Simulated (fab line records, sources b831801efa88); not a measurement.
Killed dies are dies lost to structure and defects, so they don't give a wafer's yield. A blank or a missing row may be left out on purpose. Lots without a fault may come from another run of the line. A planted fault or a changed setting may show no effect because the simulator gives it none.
A struck lot beside a sound one | flow sky130 | 14 steps out of a route of 708
Sound: wafers L998.1, L998.3, L998.4. Struck: wafers L997.2, L997.3, L997.4. The cause comes at the end.
At each step with rows: each side's tool, then ch and its chambers, then its first start. Under that, the readings that differ: sound wafers | struck wafers | difference of the means | sigmas: that difference in standard deviations of wafers without a fault.
alike: readings whose means differ by less than 2 such deviations, and words and numbers that are the same on both sides. not compared: withheld readings, readings that some wafer has no value for, bounds like >300 that may hide the same value, and numbers for which the record gives no deviation and whose values overlap.
The two part at a step that has a row with sigmas, a row that says differs or no value, or rows on one side only. Numbers that don't overlap but have no deviation are shown without sigmas and don't part them. A reading that every wafer of one side lacks parts them only if that side has two wafers or more.

first, 3 steps without rows for these wafers: SKY_VT_ADJUST_HVTR_EXPOSE_04 (exposes mask HVTRM, target cd 380 nm); SKY_VT_ADJUST_HVTR_PEB_05; SKY_VT_ADJUST_HVTR_DEVELOP_06 (develop time 60 s).
SKY_VT_ADJUST_HVTR_CD_MEAS_07: target cd 380 nm.
  sound on cd_sem-02, day 13 03:29; struck on cd_sem-01, day 12 19:46
  alike: cd_nm
SKY_VT_ADJUST_HVTR_OVL_MEAS_08:
  sound on overlay-02, day 13 03:37; struck on overlay-01, day 12 19:52
  alike: VT_ADJUST_HVTR_OVL
then, 1 step without rows for these wafers: SKY_VT_ADJUST_HVTR_IMPLANT_09.
SKY_VT_ADJUST_HVTR_STRIP_10: strips in O2/N2.
  sound on plasma_asher-03 ch 0,1, day 13 03:47; struck on plasma_asher-03 ch 0,1, day 12 20:02
  alike: drypump_motor_current_A, oes_product_au, strip_time_to_endpoint_s
  not compared: rf_hours_counter_h
SKY_VT_ADJUST_HVTR_TW_MEAS_11:
  sound on film_metro-03, day 13 03:53; struck on film_metro-01, day 12 20:09
  alike: VT_ADJUST_HVTR_TW
then, 4 steps without rows for these wafers: SKY_VT_ADJUST_PCH_DEHYDRATE_00 (time 60 s); SKY_VT_ADJUST_PCH_HMDS_01 (prime time 60 s); SKY_VT_ADJUST_PCH_COAT_02 (resist thk 3000 nm); SKY_VT_ADJUST_PCH_SOFTBAKE_03.
SKY_VT_ADJUST_PCH_EXPOSE_04: exposes mask NWM, target cd 840 nm.
  sound on iline_stepper-02 ch 0, day 13 16:05; struck on iline_stepper-01, day 13 08:23
  no value came back on the struck wafers for exposure_dose_mJ_cm2, focus_offset_nm (nm), sigma_outer; on the sound wafers exposure_dose_mJ_cm2 reads 255.36 254.93 255.00
  alike: mask
then, 1 step without rows for these wafers: SKY_VT_ADJUST_PCH_PEB_05.

WHERE THEY PART
Only at SKY_VT_ADJUST_PCH_EXPOSE_04, within this record.

WHY: what the simulator had put in
Skipped step whole: iline_stepper-01, from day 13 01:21 on, at SKY_VT_ADJUST_PCH_EXPOSE_04. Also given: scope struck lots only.
